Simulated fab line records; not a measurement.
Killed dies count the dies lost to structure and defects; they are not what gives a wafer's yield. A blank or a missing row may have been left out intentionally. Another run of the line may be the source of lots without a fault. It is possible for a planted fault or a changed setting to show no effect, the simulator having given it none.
Which tool did it? :: flow gf180mcu :: 13 lots with 39 wafers sampled at 2 steps, on a route of 602 steps

WHAT THE GAUGES READ, wafer by wafer
GF_M2_RS_MEAS_05: measurement is done with a four-point probe.
lot: L740
measured: day 18 06:42
on: film metro-03
M2_ALCU_RS (ohm/sq): 0.0703 0.0704 0.0698

lot: L741
measured: day 19 01:35
on: film metro-02
M2_ALCU_RS (ohm/sq): 0.0690 0.0695 0.0686

lot: L742
measured: day 19 14:55
on: film metro-03
M2_ALCU_RS (ohm/sq): 0.0682 0.0690 0.0691

lot: L743
measured: day 19 20:37
on: film metro-03
M2_ALCU_RS (ohm/sq): 0.0696 0.0700 0.0689

lot: L744
measured: day 20 09:24
on: film metro-03
M2_ALCU_RS (ohm/sq): 0.0698 0.0691 0.0697

lot: L747
measured: day 21 08:58
on: film metro-03
M2_ALCU_RS (ohm/sq): 0.0691 0.0688 0.0689

lot: L748
measured: day 21 14:10
on: film metro-03
M2_ALCU_RS (ohm/sq): 0.0688 0.0692 0.0694

lot: L749
measured: day 21 22:17
on: film metro-02
M2_ALCU_RS (ohm/sq): 0.0689 0.0684 0.0694

lot: L751
measured: day 22 20:19
on: film metro-02
M2_ALCU_RS (ohm/sq): 0.0690 0.0696 0.0689

lot: L752
measured: day 23 03:47
on: film metro-04
M2_ALCU_RS (ohm/sq): 0.0685 0.0688 0.0683

lot: L754
measured: day 23 18:15
on: film metro-04
M2_ALCU_RS (ohm/sq): 0.0707 0.0705 0.0705

lot: L755
measured: day 24 05:05
on: film metro-03
M2_ALCU_RS (ohm/sq): 0.0707 0.0708 0.0706

lot: L760
measured: day 25 18:58
on: film metro-04
M2_ALCU_RS (ohm/sq): 0.0707 0.0710 0.0704

TOOL THAT RAN EACH LOT (tool first, then ch and the chambers of the sampled wafers, then the start)
lot: L740
GF_V1_SPUTTER_22: pvd sputter-03, day 18 05:50

lot: L741
GF_V1_SPUTTER_22: pvd sputter-02, day 19 00:41

lot: L742
GF_V1_SPUTTER_22: pvd sputter-02, day 19 14:03

lot: L743
GF_V1_SPUTTER_22: pvd sputter-03, day 19 19:44

lot: L744
GF_V1_SPUTTER_22: pvd sputter-03, day 20 08:31

lot: L747
GF_V1_SPUTTER_22: pvd sputter-03, day 21 07:55

lot: L748
GF_V1_SPUTTER_22: pvd sputter-02, day 21 13:19

lot: L749
GF_V1_SPUTTER_22: pvd sputter-02, day 21 21:26

lot: L751
GF_V1_SPUTTER_22: pvd sputter-02, day 22 19:28

lot: L752
GF_V1_SPUTTER_22: pvd sputter-03, day 23 02:54

lot: L754
GF_V1_SPUTTER_22: pvd sputter-02, day 23 17:23

lot: L755
GF_V1_SPUTTER_22: pvd sputter-02, day 24 04:11

lot: L760
GF_V1_SPUTTER_22: pvd sputter-04, day 25 18:05
- GF_V1_SPUTTER_22: material TiN, target thk 10 nm, time 40 s.

AS READ BY THE TOOLS THEMSELVES (means over the sampled wafers that have a number; for cases with no such wafer, the mark the record gives instead)
GF_V1_SPUTTER_22.
lot: L740
tool: pvd sputter-03
throttle valve pct (%): 29.9

lot: L741
tool: pvd sputter-02
throttle valve pct (%): 29.7

lot: L742
tool: pvd sputter-02
throttle valve pct (%): 29.7

lot: L743
tool: pvd sputter-03
throttle valve pct (%): 29.6

lot: L744
tool: pvd sputter-03
throttle valve pct (%): 30.0

lot: L747
tool: pvd sputter-03
throttle valve pct (%): 29.7

lot: L748
tool: pvd sputter-02
throttle valve pct (%): 29.5

lot: L749
tool: pvd sputter-02
throttle valve pct (%): 29.5

lot: L751
tool: pvd sputter-02
throttle valve pct (%): 29.6

lot: L752
tool: pvd sputter-03
throttle valve pct (%): 29.5

lot: L754
tool: pvd sputter-02
throttle valve pct (%): 29.5

lot: L755
tool: pvd sputter-02
throttle valve pct (%): 29.6

lot: L760
tool: pvd sputter-04
throttle valve pct (%): 29.4

THE ANSWER, worked out from the rows above alone
Rule: the lots themselves supply what counts as usual. Put in order of their means at a reading, lots are off if they are a third of the lots or fewer, leave a main group of 4 or more, and stand apart from it by a gap of 3 or more times the standard deviation of the main group's means; of several such gaps the widest counts. If all means in a main group match to the digits the tables above print for the reading, that group is not used. Also off: a lot with no number at a reading for which 4 or more lots have one. Any other lot the step has rows for is counted as sound. After the gauges, taken in route order, come the tools' own readings; for these a lot's mean is taken, as printed above. At the first step where some lot is off, the reading lying furthest off is the one used; lots without a number count as furthest.
Nothing can be told from this: no lot is off at any reading shown.

WHAT WAS PUT IN BY THE SIMULATOR
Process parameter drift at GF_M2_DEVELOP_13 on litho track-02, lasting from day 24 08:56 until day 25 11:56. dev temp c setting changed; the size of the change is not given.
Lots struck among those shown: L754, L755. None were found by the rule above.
